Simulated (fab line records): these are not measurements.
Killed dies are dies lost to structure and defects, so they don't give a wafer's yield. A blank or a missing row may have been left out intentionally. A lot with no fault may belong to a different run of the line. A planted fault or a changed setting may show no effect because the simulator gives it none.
2 desks looking at one fault | flow gf180mcu | every desk sees just its own numbers, and what lay behind them comes last

## THE METROLOGY DESK
Means of the sampled wafers that have a number, per lot and without regard to the tool the lot ran on: this is what the gauges read. If a lot's mean is further than 4 standard deviations from the usual mean, the lot is out of limits and carries the mark OUT (the distance appears in the brackets).
Columns: A = cd nm at GF_POLY_GATE_CD_MEAS_18, usual 280.5 nm; B = HV_LDD_4_TW at GF_HV_LDD_TW_MEAS_50, usual 571; C = PSD_OVL at GF_PSD_OVL_MEAS_08, usual -0.4 nm
lot  | first seen here | A     | B             | C
L723 | day 9 13:30     | 281.2 | 577           | 0.7
L725 | day 10 00:19    | 277.0 | 569           | -0.4
L726 | day 10 11:53    | 279.0 | 569           | -0.4
L727 | day 10 16:53    | 280.9 | 511 (-11) OUT | -0.4
L729 | day 11 11:25    | 282.7 | 580           | -0.6
L731 | day 11 21:40    | 279.6 | 507 (-11) OUT | 0.6
L735 | day 13 04:28    | 282.8 | 566           | 0.9
L737 | day 13 22:36    | 281.5 | 570           | -2.3
L739 | day 14 22:10    | 282.3 | 577           | -2.0
L740 | day 15 02:27    | 279.5 | 564           | 0.4
L742 | day 15 11:31    | 281.8 | 581           | -0.0
L743 | day 15 16:20    | 279.9 | 566           | -0.7
L745 | day 16 07:49    | 280.3 | 580           | 0.4
This desk's result: L727, L731 out of limits, first on L727 (HV_LDD_4_TW at GF_HV_LDD_TW_MEAS_50), day 13 21:55. In limits: L723, L725, L726, L729, L735, L737, L739, L740, L742, L743, L745.

## AT THE TOOL OWNER'S DESK: implanter-02
GF_HV_LDD_IMPLANT_48, tool's own readings: per-lot mean of the sampled wafers with a number, covering each lot this tool ran. If a lot's mean is further than 4 standard deviations from the usual mean, the lot is out of limits and carries the mark OUT (the distance appears in the brackets).
Columns: A = beam energy keV at GF_HV_LDD_IMPLANT_48, usual 25.000; B = dose ions cm2 at GF_HV_LDD_IMPLANT_48, usual 2.999e+13; C = end station pressure torr at GF_HV_LDD_IMPLANT_48, usual 5.15e-06 Torr; D = tilt deg at GF_HV_LDD_IMPLANT_48, usual 7.002 degrees
lot  | first seen here | A      | B         | C        | D
L723 | day 12 16:44    | 24.995 | 2.998e+13 | 5.23e-06 | 7.009
L725 | day 13 04:10    | 24.998 | 3.004e+13 | 5.03e-06 | 7.015
L727 | day 13 21:42    | 25.006 | 2.996e+13 | 5.10e-06 | -0.010 (-99 or more) OUT
L731 | day 15 05:39    | 24.990 | 2.996e+13 | 5.34e-06 | -0.007 (-99 or more) OUT
L742 | day 19 07:52    | 25.010 | 3.001e+13 | 5.14e-06 | 7.004
L745 | day 20 09:52    | 25.009 | 2.996e+13 | 5.17e-06 | 7.006
This desk's finding: out of limits on L727, L731; first on L727, day 13 21:42 (tilt deg at GF_HV_LDD_IMPLANT_48). In limits: L723, L725, L742, L745.

## TAKEN TOGETHER
The tool owner's desk could have raised an alarm at day 13 21:42, on L727, L731.
On L727, L731, the metrology desk was in a position to raise an alarm at day 13 21:55.
On implanter-02, each named lot ran GF_HV_LDD_IMPLANT_48.

## WHAT WAS PUT IN BY THE SIMULATOR
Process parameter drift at GF_HV_LDD_IMPLANT_48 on implanter-02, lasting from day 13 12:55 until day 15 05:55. The setting tilt deg was moved by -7, starting from 7. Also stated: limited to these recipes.
Lots struck among those shown: L727, L731.
Counting hours from when the fault started, the first reading out of limits came at 9 for the tool owner's desk and at 9 for the metrology desk.
